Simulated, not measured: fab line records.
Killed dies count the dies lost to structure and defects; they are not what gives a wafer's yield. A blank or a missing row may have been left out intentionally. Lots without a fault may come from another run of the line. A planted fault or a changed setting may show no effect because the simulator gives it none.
A sampling plan put to the test	flow sky130	14 faults told of in these records, all on one fab line, each judged by the records of the lots it struck
The plan consists of the line's own looks: route steps at which the wafer is read by a gauge or an inspection but not changed. A look can be judged if struck wafers have a number there and the file gives its usual mean and standard deviation on fault-free wafers. Caught: the struck wafers' mean, at a look after the fault's first step, is 4 or more of those standard deviations (sigma) away from the usual mean. On the tool: here the same test is run on the tool's own readings at the fault's steps. Caught also covers a different recipe on the struck wafers, or a record left blank for those wafers only.

## THE FAULTS, as the simulator had put them in
1. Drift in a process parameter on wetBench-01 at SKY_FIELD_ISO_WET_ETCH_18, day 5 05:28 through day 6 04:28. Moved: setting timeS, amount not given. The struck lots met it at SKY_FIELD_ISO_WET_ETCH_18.
2. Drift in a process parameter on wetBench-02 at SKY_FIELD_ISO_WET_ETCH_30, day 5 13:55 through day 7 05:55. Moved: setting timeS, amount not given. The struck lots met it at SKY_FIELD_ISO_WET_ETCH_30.
3. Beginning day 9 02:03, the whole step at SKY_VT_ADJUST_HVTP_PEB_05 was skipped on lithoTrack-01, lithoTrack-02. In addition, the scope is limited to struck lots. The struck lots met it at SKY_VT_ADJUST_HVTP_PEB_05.
4. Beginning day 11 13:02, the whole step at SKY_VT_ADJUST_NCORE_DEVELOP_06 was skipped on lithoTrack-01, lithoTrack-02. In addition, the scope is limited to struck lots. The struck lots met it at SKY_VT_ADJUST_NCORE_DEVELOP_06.
5. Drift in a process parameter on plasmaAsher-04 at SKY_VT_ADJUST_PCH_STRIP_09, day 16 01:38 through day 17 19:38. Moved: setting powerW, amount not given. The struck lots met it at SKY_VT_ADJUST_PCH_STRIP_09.
6. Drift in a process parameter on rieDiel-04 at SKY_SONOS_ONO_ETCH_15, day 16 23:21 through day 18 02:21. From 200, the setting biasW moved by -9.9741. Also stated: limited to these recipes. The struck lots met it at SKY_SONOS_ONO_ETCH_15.
7. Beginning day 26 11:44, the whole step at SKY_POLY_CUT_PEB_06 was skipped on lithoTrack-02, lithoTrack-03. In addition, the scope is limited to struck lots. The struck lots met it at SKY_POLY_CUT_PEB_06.
8. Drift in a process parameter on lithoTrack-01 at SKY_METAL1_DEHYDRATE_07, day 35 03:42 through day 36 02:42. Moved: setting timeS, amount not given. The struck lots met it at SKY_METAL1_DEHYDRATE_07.
9. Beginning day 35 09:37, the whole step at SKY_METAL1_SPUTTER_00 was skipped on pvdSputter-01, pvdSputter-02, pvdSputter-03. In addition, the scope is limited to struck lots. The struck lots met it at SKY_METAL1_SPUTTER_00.
10. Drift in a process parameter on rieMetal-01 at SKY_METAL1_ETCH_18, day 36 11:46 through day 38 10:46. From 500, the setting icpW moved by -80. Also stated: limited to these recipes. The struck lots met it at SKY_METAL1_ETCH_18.
11. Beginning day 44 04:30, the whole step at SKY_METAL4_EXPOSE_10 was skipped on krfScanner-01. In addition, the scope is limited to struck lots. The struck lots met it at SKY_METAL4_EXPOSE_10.
12. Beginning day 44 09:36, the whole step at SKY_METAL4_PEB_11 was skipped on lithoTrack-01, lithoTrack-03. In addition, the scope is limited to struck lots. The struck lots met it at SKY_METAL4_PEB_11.
13. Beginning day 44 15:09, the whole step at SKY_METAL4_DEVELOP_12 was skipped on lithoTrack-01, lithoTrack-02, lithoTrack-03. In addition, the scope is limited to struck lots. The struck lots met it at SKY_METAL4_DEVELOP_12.
14. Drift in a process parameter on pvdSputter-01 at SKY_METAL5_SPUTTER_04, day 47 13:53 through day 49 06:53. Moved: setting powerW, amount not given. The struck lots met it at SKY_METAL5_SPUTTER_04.

## WHAT THE PLAN SAW
fault	on the tool itself	first look that catches it	reading, sigma	median hours from its first step to that look	hours from the fault's start to the first struck lot there	judged looks passed uncaught
1	runLengthS -70 sigma	none of the 2 looks that can be judged after it	-	-	-	2
2	runLengthS -5.2 sigma	not the one look that can be judged after it	-	-	-	1
3	no reading that can be judged	none of the 2 looks that can be judged after it	-	-	-	2
4	the tool's record is blank for the struck wafers	not the one look that can be judged after it	-	-	-	1
5	stripTimeToEndpointS +60 sigma	no look after it can be judged	-	-	-	0
6	biasW -18 sigma	not the one look that can be judged after it	-	-	-	1
7	no reading that can be judged	no look after it can be judged	-	-	-	0
8	runLengthS +17 sigma	no look after it can be judged	-	-	-	0
9	the tool's record is blank for the struck wafers	no look after it can be judged	-	-	-	0
10	rfFwdPowerW -46 sigma	no look after it can be judged	-	-	-	0
11	no reading that can be judged	no look after it can be judged	-	-	-	0
12	no reading that can be judged	no look after it can be judged	-	-	-	0
13	the tool's record is blank for the struck wafers	no look after it can be judged	-	-	-	0
14	cathodeDcPowerW +99 or beyond sigma	no look after it can be judged	-	-	-	0
A dash: this means the fault isn't caught or the number doesn't appear in these records.

Caught at a look: 0 of 14. Caught on the tool: 10 of 14. By one or the other: 10 of 14.
Faults 1, 2, 4, 5, 6, 8, 9, 10, 13, 14 were caught on the tool alone.
Caught by neither: faults 3, 7, 11, 12.
